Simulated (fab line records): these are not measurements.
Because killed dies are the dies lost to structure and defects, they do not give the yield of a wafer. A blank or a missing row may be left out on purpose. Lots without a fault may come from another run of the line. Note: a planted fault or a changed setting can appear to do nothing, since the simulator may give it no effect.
Which tool did it? / flow sfq line / at 1 step of a route of 325, 13 lots with 39 wafers sampled

== WHAT THE GAUGES READ, wafer by wafer ==
No reading from a measuring or inspecting step in the record can be judged against a usual standard deviation.

== EACH LOT AND THE TOOL THAT RAN IT (in order: tool; ch and the chambers of the sampled wafers; start) ==
lot=L595; SFQ_TRILAYER_M1_ETCH_METAL_ETCH_042=rie metal-02 ch 0,1, day 12 16:50
lot=L596; SFQ_TRILAYER_M1_ETCH_METAL_ETCH_042=rie metal-02 ch 0,1, day 13 03:38
lot=L597; SFQ_TRILAYER_M1_ETCH_METAL_ETCH_042=rie metal-04 ch 0,1, day 13 18:05
lot=L598; SFQ_TRILAYER_M1_ETCH_METAL_ETCH_042=rie metal-01 ch 0,1, day 14 08:24
lot=L600; SFQ_TRILAYER_M1_ETCH_METAL_ETCH_042=rie metal-02 ch 0,1, day 14 22:48
lot=L602; SFQ_TRILAYER_M1_ETCH_METAL_ETCH_042=rie metal-02 ch 0,1, day 15 10:48
lot=L604; SFQ_TRILAYER_M1_ETCH_METAL_ETCH_042=rie metal-01 ch 0,1, day 15 21:44
lot=L610; SFQ_TRILAYER_M1_ETCH_METAL_ETCH_042=rie metal-04 ch 0,1, day 17 23:38
lot=L614; SFQ_TRILAYER_M1_ETCH_METAL_ETCH_042=rie metal-04 ch 0,1, day 18 18:50
lot=L615; SFQ_TRILAYER_M1_ETCH_METAL_ETCH_042=rie metal-01 ch 0,1, day 19 04:14
lot=L616; SFQ_TRILAYER_M1_ETCH_METAL_ETCH_042=rie metal-01 ch 0, day 19 12:38
lot=L617; SFQ_TRILAYER_M1_ETCH_METAL_ETCH_042=rie metal-02 ch 0,1, day 19 13:50
lot=L618; SFQ_TRILAYER_M1_ETCH_METAL_ETCH_042=rie metal-04 ch 0,1, day 20 01:51
- SFQ_TRILAYER_M1_ETCH_METAL_ETCH_042: etches Nb in Cl2/Ar, stops on SiO2, target depth 240 nm, time 120 s.

== WHAT THE TOOLS THEMSELVES READ (means of the sampled wafers that have a number; where no wafer has one, the mark that the record gives instead) ==
SFQ_TRILAYER_M1_ETCH_METAL_ETCH_042. Usual: drypump motor current A 5.8 A, standard deviation 0.44; oes product au 0.893 a.u., standard deviation 0.007; rf fwd power W 596.8 W, standard deviation 2.2.
lot=L595; tool=rie metal-02; drypump motor current A (A)=6.0; oes product au (a.u.)=0.893; rf fwd power W (W)=598.4; flag=
lot=L596; tool=rie metal-02; drypump motor current A (A)=6.1; oes product au (a.u.)=0.891; rf fwd power W (W)=597.9; flag=
lot=L597; tool=rie metal-04; drypump motor current A (A)=5.8; oes product au (a.u.)=0.896; rf fwd power W (W)=596.2; flag=
lot=L598; tool=rie metal-01; drypump motor current A (A)=5.4; oes product au (a.u.)=0.901; rf fwd power W (W)=593.6; flag=
lot=L600; tool=rie metal-02; drypump motor current A (A)=6.2; oes product au (a.u.)=0.889; rf fwd power W (W)=597.9; flag=
lot=L602; tool=rie metal-02; drypump motor current A (A)=6.0; oes product au (a.u.)=0.900; rf fwd power W (W)=659.6; flag=OFF
lot=L604; tool=rie metal-01; drypump motor current A (A)=5.4; oes product au (a.u.)=0.893; rf fwd power W (W)=596.6; flag=
lot=L610; tool=rie metal-04; drypump motor current A (A)=5.9; oes product au (a.u.)=0.895; rf fwd power W (W)=596.5; flag=
lot=L614; tool=rie metal-04; drypump motor current A (A)=5.9; oes product au (a.u.)=0.890; rf fwd power W (W)=597.4; flag=
lot=L615; tool=rie metal-01; drypump motor current A (A)=5.2; oes product au (a.u.)=0.898; rf fwd power W (W)=597.3; flag=
lot=L616; tool=rie metal-01; drypump motor current A (A)=5.0; oes product au (a.u.)=0.893; rf fwd power W (W)=596.4; flag=
lot=L617; tool=rie metal-02; drypump motor current A (A)=6.0; oes product au (a.u.)=0.893; rf fwd power W (W)=594.0; flag=
lot=L618; tool=rie metal-04; drypump motor current A (A)=5.9; oes product au (a.u.)=0.886; rf fwd power W (W)=595.6; flag=

== THE ANSWER, worked out from the rows above alone ==
Rule: a lot counts as off when the mean over its wafers that have a number is more than 3 standard deviations away from the usual mean. Also off: a lot with no number at a reading for which 4 or more lots have one. The other lots that the step has rows for count as sound. First the gauges in route order, then the tools' own readings, where a lot's mean is used as printed above. At the first step where some lot is off, the reading lying furthest off is the one used; lots without a number count as furthest.
Off, at SFQ_TRILAYER_M1_ETCH_METAL_ETCH_042 on rf fwd power W: L602.
If a tool, at that step or one of the process steps before it, ran each lot that is off and ran no sound lot following the first of them, it fits. Not one of the candidates tried fits.

== WHAT THE SIMULATOR HAD INSERTED ==
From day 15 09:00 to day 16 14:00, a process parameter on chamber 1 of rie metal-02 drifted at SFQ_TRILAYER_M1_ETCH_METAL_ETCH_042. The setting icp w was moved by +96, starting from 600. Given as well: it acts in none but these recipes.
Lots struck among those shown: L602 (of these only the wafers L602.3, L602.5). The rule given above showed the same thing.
